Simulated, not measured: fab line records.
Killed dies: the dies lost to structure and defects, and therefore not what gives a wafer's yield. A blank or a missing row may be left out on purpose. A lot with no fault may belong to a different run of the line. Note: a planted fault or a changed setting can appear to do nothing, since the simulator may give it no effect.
Which tool was responsible? | flow sky130 | at 1 step of a route of 708, 12 lots with 36 wafers sampled

WHAT THE GAUGES READ, wafer by wafer
SKY_NWELL_RS_MEAS_29: a four-point-probe measurement.
lot  | measured     | on            | NWELL_RS (ohm/sq)
L075 | day 5 14:40  | film-metro-04 | 626.5 626.4 624.9
L077 | day 6 03:19  | film-metro-01 | 623.5 625.7 622.4
L079 | day 6 14:53  | film-metro-04 | 629.0 626.9 627.7
L081 | day 7 00:10  | film-metro-01 | 625.1 625.4 624.6
L084 | day 7 23:35  | film-metro-01 | 625.7 622.9 625.7
L085 | day 8 08:02  | film-metro-01 | 625.0 624.0 625.1
L087 | day 8 15:13  | film-metro-04 | 626.0 626.9 625.9
L089 | day 9 01:14  | film-metro-04 | 627.9 626.6 627.2
L091 | day 9 12:02  | film-metro-04 | 626.3 626.9 624.5
L094 | day 10 08:41 | film-metro-01 | 625.1 624.4 624.8
L093 | day 10 14:13 | film-metro-04 | 621.9 625.1 623.6
L097 | day 11 02:17 | film-metro-04 | 626.9 627.0 625.4

WHAT TOOL EACH LOT RAN ON (gives the tool, then ch and the chambers of the sampled wafers, and finally the start)
No process step before these readings appears in the record.

THE ANSWER, worked out from the rows above alone
Rule: what is usual is taken from the lots themselves. The widest of any qualifying gaps counts: lots, ordered by their means at a reading, are off when they make up no more than a third of the lots, leave a main group of 4 or more, and stand apart from it by 3 or more times the standard deviation of that group's means. A main group whose means are all the same, to the digits that the tables above print for the reading, isn't used. Also off: a lot with no number at a reading for which 4 or more lots have one. The other lots that the step has rows for count as sound.
None of the lots is off at any reading shown; this tells nothing.

WHAT HAD BEEN PUT IN BY THE SIMULATOR
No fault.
